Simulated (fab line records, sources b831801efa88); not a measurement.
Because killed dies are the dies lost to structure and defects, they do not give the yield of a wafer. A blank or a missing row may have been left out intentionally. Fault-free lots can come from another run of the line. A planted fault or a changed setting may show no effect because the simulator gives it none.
Chamber matching :: flow gf180mcu :: rie diel-02 running GF_V3_ETCH_16: 4 sister chambers
The step etches BARC in N2/H2. 7 wafers are shown with their chamber, then 7 later ones without.

== WAFERS WITH THEIR CHAMBER ==
wafer: L079.6
chamber: 3
drypump motor current A (A): 4.9
throttle valve pct (%): 13.222

wafer: L083.2
chamber: 3
drypump motor current A (A): 4.9
throttle valve pct (%): 13.240

wafer: L089.3
chamber: 1
drypump motor current A (A): 5.7
throttle valve pct (%): 13.228

wafer: L089.4
chamber: 2
drypump motor current A (A): 5.4
throttle valve pct (%): 13.210

wafer: L089.6
chamber: 2
drypump motor current A (A): 5.4
throttle valve pct (%): 13.220

wafer: L091.3
chamber: 0
drypump motor current A (A): 5.5
throttle valve pct (%): 13.234

wafer: L091.5
chamber: 0
drypump motor current A (A): 5.4
throttle valve pct (%): 13.232

== WAFERS WHOSE CHAMBER IS MISSING ==
wafer: L091.6
drypump motor current A (A): 5.6
throttle valve pct (%): 13.217

wafer: L092.3
drypump motor current A (A): 5.7
throttle valve pct (%): 13.212

wafer: L092.4
drypump motor current A (A): 5.7
throttle valve pct (%): 13.221

wafer: L092.6
drypump motor current A (A): 5.5
throttle valve pct (%): 13.217

wafer: L094.1
drypump motor current A (A): 5.5
throttle valve pct (%): 13.232

wafer: L094.2
drypump motor current A (A): 5.4
throttle valve pct (%): 13.223

wafer: L094.4
drypump motor current A (A): 4.9
throttle valve pct (%): 13.216

== THE CHAMBER EACH PASSED THROUGH ==
wafer: L091.6
from the rows above: can't be placed: 1 or 0
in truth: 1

wafer: L092.3
from the rows above: 1
in truth: 1

wafer: L092.4
from the rows above: 1
in truth: 1

wafer: L092.6
from the rows above: can't be placed: 0 or 2
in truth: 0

wafer: L094.1
from the rows above: can't be placed: 0 or 2
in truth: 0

wafer: L094.2
from the rows above: can't be placed: 2 or 0
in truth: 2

wafer: L094.4
from the rows above: 3
in truth: 3
Correctly placed: 3 of 7. Unplaceable from these rows: 4, with the true chamber sitting among the candidates in 4. 0 placed wrongly.
How it was worked out, from the rows above alone: a wafer's distance from a chamber is the root of the sum, over the readings, of the square of ((its reading less the chamber's mean) divided by the reading's scatter). If the next closest chamber is less than 2 further off than the closest, the wafer can't be placed; otherwise it belongs to the closest. For every chamber, the mean is computed from those of its wafers that are shown. The scatter is the square root of a quotient: the sum, over the shown wafers, of each reading's squared deviation from its chamber's mean, divided by wafers minus chambers.
